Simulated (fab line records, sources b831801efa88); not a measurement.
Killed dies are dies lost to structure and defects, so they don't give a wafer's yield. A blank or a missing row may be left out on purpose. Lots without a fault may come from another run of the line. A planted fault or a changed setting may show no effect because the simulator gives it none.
A struck lot beside a sound one | flow sky130 | 15 steps out of a route of 708
Sound: wafers L284.2, L284.3, L284.5. Struck: wafers L291.1, L291.5, L291.6. The cause comes at the end.
At each step with rows: each side's tool, then ch and its chambers, then its first start. Under that, the readings that differ: sound wafers | struck wafers | difference of the means | sigmas: that difference in standard deviations of wafers without a fault.
alike: readings whose means differ by less than 2 such deviations, and words and numbers that are the same on both sides. not compared: withheld readings, readings that some wafer has no value for, bounds like >300 that may hide the same value, and numbers for which the record gives no deviation and whose values overlap.
The two part at a step that has a row with sigmas, a row that says differs or no value, or rows on one side only. Numbers that don't overlap but have no deviation are shown without sigmas and don't part them. A reading that every wafer of one side lacks parts them only if that side has two wafers or more.

SKY_VT_ADJUST_PCH_STRIP_09: strips in O2/N2.
  sound on plasma_asher-01 ch 0,1, day 11 22:14; struck on plasma_asher-04 ch 0,1, day 13 15:19
  alike: drypump_motor_current_A, oes_product_au, strip_time_to_endpoint_s
  not compared: rf_hours_counter_h
SKY_VT_ADJUST_PCH_TW_MEAS_10:
  sound on film_metro-03, day 11 22:21; struck on film_metro-03, day 13 15:25
  alike: VT_ADJUST_PCH_TW
then, 7 steps without rows for these wafers: SKY_SONOS_TUNNEL_DEHYDRATE_00 (time 60 s); SKY_SONOS_TUNNEL_HMDS_01 (prime time 60 s); SKY_SONOS_TUNNEL_COAT_02 (resist thk 1140 nm); SKY_SONOS_TUNNEL_SOFTBAKE_03 (time 60 s); SKY_SONOS_TUNNEL_EXPOSE_04 (exposes mask TUNM, target cd 410 nm); SKY_SONOS_TUNNEL_PEB_05; SKY_SONOS_TUNNEL_DEVELOP_06 (develop time 60 s).
SKY_SONOS_TUNNEL_CD_MEAS_07: target cd 410 nm.
  sound on cd_sem-01, day 12 23:05; struck on cd_sem-02, day 14 17:25
  reading    | sound             | struck            | difference | sigmas
  cd_nm (nm) | 413.2 414.1 412.8 | 407.0 405.9 406.7 | -6.8       | -3
SKY_SONOS_TUNNEL_OVL_MEAS_08:
  sound on overlay-02, day 12 23:11; struck on overlay-02, day 14 17:32
  alike: SONOS_TUNNEL_OVL
then, 1 step without rows for these wafers: SKY_SONOS_TUNNEL_IMPLANT_09.
SKY_SONOS_TUNNEL_WET_ETCH_10: etches SiO2 in dHF, target depth 14 nm, time 280 s.
  sound on wet_bench-02 ch 2, day 12 23:22; struck on wet_bench-02 ch 3, day 14 17:44
  no value came back on the struck wafers for bath_heat_duty_pct (%), run_length_s (s); on the sound wafers bath_heat_duty_pct (%) reads 7.2 7.3 7.6
then, 1 step without rows for these wafers: SKY_SONOS_TUNNEL_STRIP_11 (strips in SPM, time 600 s).
-- the record jumps here: 34 days lie between the struck wafers' starts before and after (it left off in module SONOS_TUNNEL and takes up again in module PAD_OPEN, whose first step shown is number 708 of the route) --
SKY_PAD_OPEN_PROBE_99:
  sound on prober-02, day 46 23:14; struck on prober-01, day 48 13:07
  reading             | sound      | struck                                                               | difference                   | sigmas
  hold                | - - -      | await_dispo/2.9h/scrap await_dispo/2.9h/scrap await_dispo/2.9h/scrap | no value on the sound wafers |
  killed_at_front_end | 16 20 16   | 420 412 410                                                          | +397                         | +97
  killed_dies         | 87 102 100 | 492 492 492                                                          | +396                         | +42
  killed_on_rim       | 20 19 23   | 96 96 96                                                             | +75                          | +20
  alike: killed_at_M0_to_M3, killed_at_M4_up, killed_at_contacts, killed_at_other, killed_open, killed_short

WHERE THEY PART
First at SKY_SONOS_TUNNEL_CD_MEAS_07; last, within this record, at SKY_PAD_OPEN_PROBE_99.

WHY: what the simulator had put in
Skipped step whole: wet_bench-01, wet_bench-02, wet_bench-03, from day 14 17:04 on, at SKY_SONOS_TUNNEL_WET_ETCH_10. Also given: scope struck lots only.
